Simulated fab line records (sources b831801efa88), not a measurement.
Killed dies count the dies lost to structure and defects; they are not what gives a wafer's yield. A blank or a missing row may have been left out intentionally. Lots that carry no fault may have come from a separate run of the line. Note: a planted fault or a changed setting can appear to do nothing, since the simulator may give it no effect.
Which tool is to blame? :: flow sky130 :: 14 lots, 42 wafers sampled, at 3 steps of a route of 708

WHAT THE GAUGES READ, wafer by wafer
SKY_DNWELL_TW_MEAS_09.
lot: L746
measured: day 3 03:20
on: filmMetro-03
DNWELL_TW: 1103 1107 1099

lot: L747
measured: day 3 10:37
on: filmMetro-02
DNWELL_TW: 1123 1121 1113

lot: L748
measured: day 3 15:37
on: filmMetro-02
DNWELL_TW: 1115 1121 1118

lot: L749
measured: day 3 21:32
on: filmMetro-03
DNWELL_TW: 1095 1102 1097

lot: L750
measured: day 4 01:38
on: filmMetro-03
DNWELL_TW: 1105 1108 1110

lot: L751
measured: day 4 08:17
on: filmMetro-02
DNWELL_TW: 1115 1106 1108

lot: L752
measured: day 4 14:53
on: filmMetro-04
DNWELL_TW: 1115 1113 1112

lot: L753
measured: day 4 22:46
on: filmMetro-02
DNWELL_TW: 1116 1113 1117

lot: L755
measured: day 5 05:26
on: filmMetro-02
DNWELL_TW: 1104 1103 1098

lot: L756
measured: day 5 10:13
on: filmMetro-04
DNWELL_TW: 1119 1116 1116

lot: L759
measured: day 6 04:04
on: filmMetro-03
DNWELL_TW: 1100 1098 1103

lot: L765
measured: day 7 10:00
on: filmMetro-03
DNWELL_TW: 1104 1106 1104

lot: L766
measured: day 7 15:51
on: filmMetro-04
DNWELL_TW: 1112 1114 1116

lot: L767
measured: day 7 23:08
on: filmMetro-02
DNWELL_TW: 1101 1102 1102

SKY_NWELL_RS_MEAS_29: a four-point-probe measurement.
lot: L746
measured: day 5 04:55
on: filmMetro-03
NWELL_RS (ohm/sq): 626.4 625.9 626.1

lot: L747
measured: day 5 12:47
on: filmMetro-04
NWELL_RS (ohm/sq): 623.7 626.3 624.5

lot: L748
measured: day 5 19:35
on: filmMetro-03
NWELL_RS (ohm/sq): 626.4 626.4 625.1

lot: L749
measured: day 6 02:06
on: filmMetro-03
NWELL_RS (ohm/sq): 623.0 623.8 624.0

lot: L750
measured: day 6 06:13
on: filmMetro-04
NWELL_RS (ohm/sq): 626.5 625.8 624.5

lot: L751
measured: day 6 15:44
on: filmMetro-02
NWELL_RS (ohm/sq): 625.2 626.1 624.1

lot: L752
measured: day 6 22:26
on: filmMetro-02
NWELL_RS (ohm/sq): 625.5 622.8 625.7

lot: L753
measured: day 7 05:44
on: filmMetro-03
NWELL_RS (ohm/sq): 622.9 623.4 623.6

lot: L755
measured: day 7 13:58
on: filmMetro-04
NWELL_RS (ohm/sq): 623.3 622.5 622.0

lot: L756
measured: day 7 19:14
on: filmMetro-03
NWELL_RS (ohm/sq): 624.5 626.5 627.7

lot: L759
measured: day 8 16:03
on: filmMetro-04
NWELL_RS (ohm/sq): 625.8 627.4 626.0

lot: L765
measured: day 10 01:39
on: filmMetro-04
NWELL_RS (ohm/sq): 623.7 621.9 625.8

lot: L766
measured: day 10 08:22
on: filmMetro-03
NWELL_RS (ohm/sq): 624.6 624.6 622.8

lot: L767
measured: day 10 17:28
on: filmMetro-03
NWELL_RS (ohm/sq): 623.4 623.9 623.5

TOOL THAT RAN EACH LOT (tool first, then ch and the chambers of the sampled wafers, then the start)
lot: L746
SKY_FIELD_ISO_ETCH_15: rieDiel-02 ch 0,1,2, day 2 04:47

lot: L747
SKY_FIELD_ISO_ETCH_15: rieDiel-04 ch 0,1,2, day 2 12:09

lot: L748
SKY_FIELD_ISO_ETCH_15: rieDiel-02 ch 0,1,2, day 2 14:42

lot: L749
SKY_FIELD_ISO_ETCH_15: rieDiel-02 ch 0,1,3, day 2 22:14

lot: L750
SKY_FIELD_ISO_ETCH_15: rieDiel-04 ch 2,3, day 3 01:31

lot: L751
SKY_FIELD_ISO_ETCH_15: rieDiel-03 ch 2,3, day 3 06:47

lot: L752
SKY_FIELD_ISO_ETCH_15: rieDiel-02 ch 1,2,3, day 3 12:58

lot: L753
SKY_FIELD_ISO_ETCH_15: rieDiel-02 ch 0,1,2, day 3 17:34

lot: L755
SKY_FIELD_ISO_ETCH_15: rieDiel-03 ch 0,2,3, day 4 04:03

lot: L756
SKY_FIELD_ISO_ETCH_15: rieDiel-03 ch 0,2,3, day 4 08:41

lot: L759
SKY_FIELD_ISO_ETCH_15: rieDiel-03 ch 2,3, day 5 02:32

lot: L765
SKY_FIELD_ISO_ETCH_15: rieDiel-02 ch 0,3, day 6 07:45

lot: L766
SKY_FIELD_ISO_ETCH_15: rieDiel-03 ch 0,1,3, day 6 13:01

lot: L767
SKY_FIELD_ISO_ETCH_15: rieDiel-03 ch 2,3, day 6 17:42
- SKY_FIELD_ISO_ETCH_15: etches the open film in CHF3/O2, stops on Si, target depth 180 nm, time 72 s.

WHAT THE TOOLS THEMSELVES READ (means of the sampled wafers that have a number; where no wafer has one, the mark that the record gives instead)
SKY_FIELD_ISO_ETCH_15.
lot: L746
tool: rieDiel-02
drypumpMotorCurrentA (A): 5.9
oesProductAu (a.u.): 0.940
throttleValvePct (%): 8.853

lot: L747
tool: rieDiel-04
drypumpMotorCurrentA (A): 5.3
oesProductAu (a.u.): 0.948
throttleValvePct (%): 8.847

lot: L748
tool: rieDiel-02
drypumpMotorCurrentA (A): 5.9
oesProductAu (a.u.): 0.942
throttleValvePct (%): 8.839

lot: L749
tool: rieDiel-02
drypumpMotorCurrentA (A): 5.6
oesProductAu (a.u.): 0.947
throttleValvePct (%): 8.842

lot: L750
tool: rieDiel-04
drypumpMotorCurrentA (A): 5.2
oesProductAu (a.u.): 0.948
throttleValvePct (%): 8.841

lot: L751
tool: rieDiel-03
drypumpMotorCurrentA (A): 5.6
oesProductAu (a.u.): 0.940
throttleValvePct (%): 8.848

lot: L752
tool: rieDiel-02
drypumpMotorCurrentA (A): 5.9
oesProductAu (a.u.): 0.943
throttleValvePct (%): 8.846

lot: L753
tool: rieDiel-02
drypumpMotorCurrentA (A): 5.9
oesProductAu (a.u.): 0.948
throttleValvePct (%): 8.852

lot: L755
tool: rieDiel-03
drypumpMotorCurrentA (A): 5.8
oesProductAu (a.u.): 0.953
throttleValvePct (%): 8.848

lot: L756
tool: rieDiel-03
drypumpMotorCurrentA (A): 5.9
oesProductAu (a.u.): 0.945
throttleValvePct (%): 8.837

lot: L759
tool: rieDiel-03
drypumpMotorCurrentA (A): 5.6
oesProductAu (a.u.): 0.939
throttleValvePct (%): 8.837

lot: L765
tool: rieDiel-02
drypumpMotorCurrentA (A): 5.7
oesProductAu (a.u.): 0.938
throttleValvePct (%): 8.847

lot: L766
tool: rieDiel-03
drypumpMotorCurrentA (A): 5.7
oesProductAu (a.u.): 0.947
throttleValvePct (%): 8.845

lot: L767
tool: rieDiel-03
drypumpMotorCurrentA (A): 5.8
oesProductAu (a.u.): 0.942
throttleValvePct (%): 8.838

THE ANSWER, worked out from the rows above alone
Rule: the usual values come from the lots themselves. The widest of any qualifying gaps counts: lots, ordered by their means at a reading, are off when they make up no more than a third of the lots, leave a main group of 4 or more, and stand apart from it by 3 or more times the standard deviation of that group's means. Not used: any main group whose means are identical at the precision the tables above print for the reading. Also off: a lot with no number at a reading for which 4 or more lots have one. Where the step has rows for the other lots, those lots are counted as sound. Order of review: gauges by route order, followed by the tools' own readings, for which a lot's mean as printed above is used. The first step at which some lot is off is used, and at that step the reading that is off furthest; a lot without a number counts as furthest.
Nothing can be told from this: no lot is off at any reading shown.

WHAT HAD BEEN PUT IN BY THE SIMULATOR
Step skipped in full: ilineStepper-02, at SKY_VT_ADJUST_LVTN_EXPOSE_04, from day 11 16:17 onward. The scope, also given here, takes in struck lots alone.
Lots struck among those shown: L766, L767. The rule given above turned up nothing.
